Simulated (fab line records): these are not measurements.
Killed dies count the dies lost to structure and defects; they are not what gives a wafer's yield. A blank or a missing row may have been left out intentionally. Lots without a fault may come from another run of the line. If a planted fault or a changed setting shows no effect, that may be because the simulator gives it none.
Which tool did it? | flow sfq line | 21 wafers from 7 lots sampled at 3 of the route's 325 steps

== WHAT THE GAUGES READ, wafer by wafer ==
SFQ_M3_RS_MEAS_919: a four-point-probe measurement.
lot  | measured     | on            | M3_NB_RS (ohm/sq)
L639 | day 45 09:57 | film metro-04 | 0.886 0.894 0.886
L641 | day 45 21:58 | film metro-03 | 0.879 0.884 0.878
L644 | day 48 04:30 | film metro-03 | 0.900 0.896 0.900
L646 | day 48 20:11 | film metro-03 | 0.879 0.887 0.891
L653 | day 51 04:44 | film metro-03 | 0.997 1.002 1.005 1.001 1.002 1.004
L658 | day 52 10:46 | film metro-03 | 0.891 0.890 0.891
L661 | day 54 03:38 | film metro-04 | 0.874 0.878 0.882

== TOOL THAT RAN EACH LOT (tool first, then ch and the chambers of the sampled wafers, then the start) ==
lot  | SFQ_TRILAYER_I0_VIA_STRIP_STRIP_035 | SFQ_TRILAYER_M3_DEP_SPUTTER_073
L639 | rie metal-02 ch 1, day 18 15:22     | pvd sputter-05, day 45 09:52
L641 | rie metal-03 ch 0, day 19 01:17     | pvd sputter-05, day 45 21:52
L644 | rie metal-02 ch 0,1, day 21 06:38   | pvd sputter-06, day 48 04:25
L646 | rie metal-02 ch 0,1, day 21 23:26   | pvd sputter-04, day 48 20:06
L653 | rie metal-01 ch 0, day 24 15:29     | pvd sputter-04, day 51 04:37
L658 | rie metal-01 ch 0,1, day 26 03:55   | pvd sputter-06, day 52 10:38
L661 | rie metal-01 ch 1, day 27 15:09     | pvd sputter-04, day 54 03:33
- SFQ_TRILAYER_I0_VIA_STRIP_STRIP_035: strips in O2.
- SFQ_TRILAYER_M3_DEP_SPUTTER_073: material Nb, target thk 200 nm, time 133.3 s.

== THE ANSWER, worked out from the rows above alone ==
Rule: what is usual is taken from the lots themselves. Put in order of their means at a reading, lots are off if they are a third of the lots or fewer, leave a main group of 4 or more, and stand apart from it by a gap of 3 or more times the standard deviation of the main group's means; of several such gaps the widest counts. A main group is skipped when, at the precision printed for the reading in the tables above, its means are all equal. A lot without any number at a reading at which 4 lots or more have one is off too. Where the step has rows for the other lots, those lots are counted as sound.
Off: L653, at SFQ_M3_RS_MEAS_919 (M3_NB_RS). Main group: mean 0.887 ohm/sq, sd 0.0068.
A tool fits if, at a process step before that reading, it ran every lot that is off, and no sound lot after the first of them. Those tools and the gauges at SFQ_M3_RS_MEAS_919 are tried in the same way. Of those tried, none fits.

== WHAT THE SIMULATOR PUT IN ==
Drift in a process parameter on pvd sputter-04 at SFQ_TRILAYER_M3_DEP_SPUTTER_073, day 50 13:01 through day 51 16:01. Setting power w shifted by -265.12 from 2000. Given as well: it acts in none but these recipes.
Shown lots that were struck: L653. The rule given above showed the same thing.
